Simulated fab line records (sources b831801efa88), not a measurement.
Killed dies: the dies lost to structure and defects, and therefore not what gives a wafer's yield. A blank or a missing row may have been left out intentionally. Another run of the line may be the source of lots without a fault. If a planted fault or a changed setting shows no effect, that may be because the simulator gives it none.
Struck lot and sound lot, side by side    flow sfq_line    42 steps out of a route of 325
Sound: wafers L667.1, L667.4, L667.6. Struck: wafer L671.4 (left out: L671.2, a lot-mate that was not struck); the cause follows at the end.
At each step with rows: each side's tool, then ch and its chambers, then its first start. Under that, the readings that differ: sound wafers    struck wafers    difference of the means    sigmas: that difference in standard deviations of wafers without a fault.
alike: readings with means less than 2 such deviations apart, plus words and numbers identical on both sides. not compared: withheld readings, readings lacking a value on some wafer, bounds such as >300 that could conceal the same value, and numbers that have no deviation in the record and whose values overlap.
The two part at a step that has a row with sigmas, a row that says differs or no value, or rows on one side only. Numbers that don't overlap but have no deviation are shown without sigmas and don't part them. A reading that every wafer of one side lacks parts them only if that side has two wafers or more.

first, 6 steps without rows for these wafers: SFQ_TRILAYER_C5_LITHO_COAT_156 (resist thk 62 nm); SFQ_TRILAYER_C5_LITHO_COAT_151 (resist thk 650 nm); SFQ_TRILAYER_C5_LITHO_SOFTBAKE_155; SFQ_TRILAYER_C5_LITHO_EXPOSE_152 (exposes mask C5, target cd 500 nm); SFQ_TRILAYER_C5_LITHO_PEB_154 (peb time 60 s); SFQ_TRILAYER_C5_LITHO_DEVELOP_153 (time 60 s).
SFQ_C5_OVL_MEAS_937:
  sound on overlay-01 at day 59 13:53; struck on overlay-02 at day 60 11:02
  alike: C5_OVL
then, 5 steps without rows for these wafers: SFQ_TRILAYER_C5_BARC_OPEN_VIA_ETCH_210 (etches BARC in O2, target depth 125 nm, time 41.7 s); SFQ_TRILAYER_C5_ETCH_VIA_ETCH_154 (etches SiO2 in CHF3, stops on Nb, target depth 84 nm); SFQ_TRILAYER_C5_STRIP_STRIP_155 (strips in O2); SFQ_TRILAYER_C5_STRIP_SOLV_CLEAN_156 (cleans in NMP, time 600 s); SFQ_TRILAYER_M6_DEP_PRE_CLEAN_158 (time 22.5 s).
SFQ_TRILAYER_M6_DEP_SPUTTER_157: material Nb, target thk 200 nm, time 133.3 s.
  sound on pvd_sputter-03 at day 59 15:01; struck on pvd_sputter-03 at day 60 11:58
reading                                              sound            struck  difference  sigmas
model.Nb_of_TRILAYER_M6_DEP_SPUTTER_157.thk_nm (nm)  202 198.4 196.8  149.7   -49.4       
  alike: throttle_valve_pct
SFQ_M6_RS_MEAS_938: a four-point-probe measurement.
  sound on film_metro-04 at day 59 15:06; struck on film_metro-02 at day 60 12:04
reading            sound              struck  difference  sigmas
M6_NB_RS (ohm/sq)  0.882 0.896 0.906  1.195   +0.300      +30
then, 6 steps without rows for these wafers: SFQ_TRILAYER_M6_LITHO_COAT_164 (resist thk 62 nm); SFQ_TRILAYER_M6_LITHO_COAT_159 (resist thk 600 nm); SFQ_TRILAYER_M6_LITHO_SOFTBAKE_163; SFQ_TRILAYER_M6_LITHO_EXPOSE_160 (exposes mask M6, target cd 500 nm); SFQ_TRILAYER_M6_LITHO_PEB_162 (peb time 60 s); SFQ_TRILAYER_M6_LITHO_DEVELOP_161 (time 60 s).
SFQ_M6_OVL_MEAS_940:
  sound on overlay-01 at day 60 21:34; struck on overlay-01 at day 61 17:58
  alike: M6_OVL
SFQ_TRILAYER_M6_BARC_OPEN_METAL_ETCH_206: etches BARC in O2, target depth 125 nm, time 41.7 s.
  sound on rie_metal-03 ch 1, day 60 21:35; struck on rie_metal-01 ch 0, day 61 17:59
  alike: drypump_motor_current_A, he_backside_leak_sccm, oes_product_au
  not compared: rf_hours_counter_h
SFQ_TRILAYER_M6_ETCH_METAL_ETCH_162: etches Nb in Cl2/Ar, stops on SiO2, target depth 240 nm, time 120 s.
  sound on rie_metal-03 ch 1, day 60 21:43; struck on rie_metal-01 ch 0, day 61 18:03
reading                sound              struck  difference  sigmas
oes_product_au (a.u.)  0.896 0.894 0.881  0.760   -0.130      -19
  alike: drypump_motor_current_A, he_backside_leak_sccm
  not compared: rf_hours_counter_h
SFQ_TRILAYER_M6_STRIP_STRIP_163: strips in O2.
  sound on rie_metal-03 ch 1, day 60 21:58; struck on rie_metal-01 ch 0, day 61 18:11
  alike: drypump_motor_current_A, he_backside_leak_sccm, oes_product_au
  not compared: rf_hours_counter_h
then, 2 steps without rows for these wafers: SFQ_TRILAYER_M6_STRIP_SOLV_CLEAN_164 (cleans in NMP, time 600 s); SFQ_TRILAYER_I6_DEP_PECVD_165 (deposits SiO2 from SiH4/N2O, time 111.11 s, target thk 500 nm).
SFQ_TRILAYER_I6_CMP_CMP_166: polishes SiO2.
  sound on cmp-02 ch 0,1,3, day 61 03:09; struck on cmp-02 ch 2, day 62 08:50
reading                 sound        struck  difference  sigmas
time_to_endpoint_s (s)  215 210 208  234     +23         +2
  alike: motor_current_A, slurry_filter_dp_kPa, slurry_flow_ml_min
SFQ_I6_BOW_MEAS_941:
  sound on film_metro-03 at day 61 05:39; struck on film_metro-02 at day 62 11:51
reading      sound     struck  difference  sigmas
I6_BOW (um)  30 30 26  0       -29         -3
SFQ_TRILAYER_I6_METRO_MEASURE_167:
  sound on film_metro-03 at day 61 05:46; struck on film_metro-02 at day 62 12:09
  alike: thk_nm
then, 6 steps without rows for these wafers: SFQ_TRILAYER_I6_VIA_LITHO_COAT_174 (resist thk 62 nm); SFQ_TRILAYER_I6_VIA_LITHO_COAT_169 (resist thk 650 nm); SFQ_TRILAYER_I6_VIA_LITHO_SOFTBAKE_173; SFQ_TRILAYER_I6_VIA_LITHO_EXPOSE_170 (exposes mask I6, target cd 700 nm); SFQ_TRILAYER_I6_VIA_LITHO_PEB_172 (peb time 60 s); SFQ_TRILAYER_I6_VIA_LITHO_DEVELOP_171 (time 60 s).
-- the record jumps here: 4 days lie between the struck wafers' starts before and after --
SFQ_I6_OVL_MEAS_942:
  sound on overlay-02 at day 65 15:08; struck on overlay-02 at day 66 17:32
  alike: I6_OVL
then, 1 step without rows for these wafers: SFQ_TRILAYER_I6_VIA_BARC_OPEN_VIA_ETCH_235 (etches BARC in O2, target depth 125 nm, time 41.7 s).
SFQ_TRILAYER_I6_VIA_ETCH_VIA_ETCH_172: etches SiO2 in CHF3, stops on Nb, target depth 260 nm.
  sound on rie_diel-04 ch 0,1,2, day 65 15:12; struck on rie_diel-02 ch 3, day 66 17:36
  alike: drypump_motor_current_A, oes_product_au
then, 3 steps without rows for these wafers: SFQ_TRILAYER_I6_VIA_STRIP_STRIP_173 (strips in O2); SFQ_TRILAYER_I6_VIA_STRIP_SOLV_CLEAN_174 (cleans in NMP, time 600 s); SFQ_TRILAYER_M7_DEP_PRE_CLEAN_176 (time 22.5 s).
-- the record jumps here: 6 days lie between the struck wafers' starts before and after --
SFQ_M8_BOW_MEAS_951:
  sound on film_metro-02 at day 71 21:22; struck on film_metro-02 at day 72 17:47
reading                  sound                 struck  difference  sigmas
M8_BOW (um)              33 32 27              2       -29         -2
model.etest.m6.ohm_um    1.764 1.799 1.813     2.408   +0.616      
model.etest.i5.link_ohm  2.26 2.296 2.295      2.661   +0.377      
model.etest.c5.link_ohm  7.896 7.906 7.952     8.261   +0.343      
model.etest.m6.ohm_sq    0.8819 0.8979 0.9051  1.19    +0.30       
model.etest.i6.link_ohm  1.876 1.868 1.903     2.159   +0.277      

## WHERE THEY PART
Last at SFQ_M8_BOW_MEAS_951 as far as this record goes, first at SFQ_M6_RS_MEAS_938.

WHY: what the simulator had put in
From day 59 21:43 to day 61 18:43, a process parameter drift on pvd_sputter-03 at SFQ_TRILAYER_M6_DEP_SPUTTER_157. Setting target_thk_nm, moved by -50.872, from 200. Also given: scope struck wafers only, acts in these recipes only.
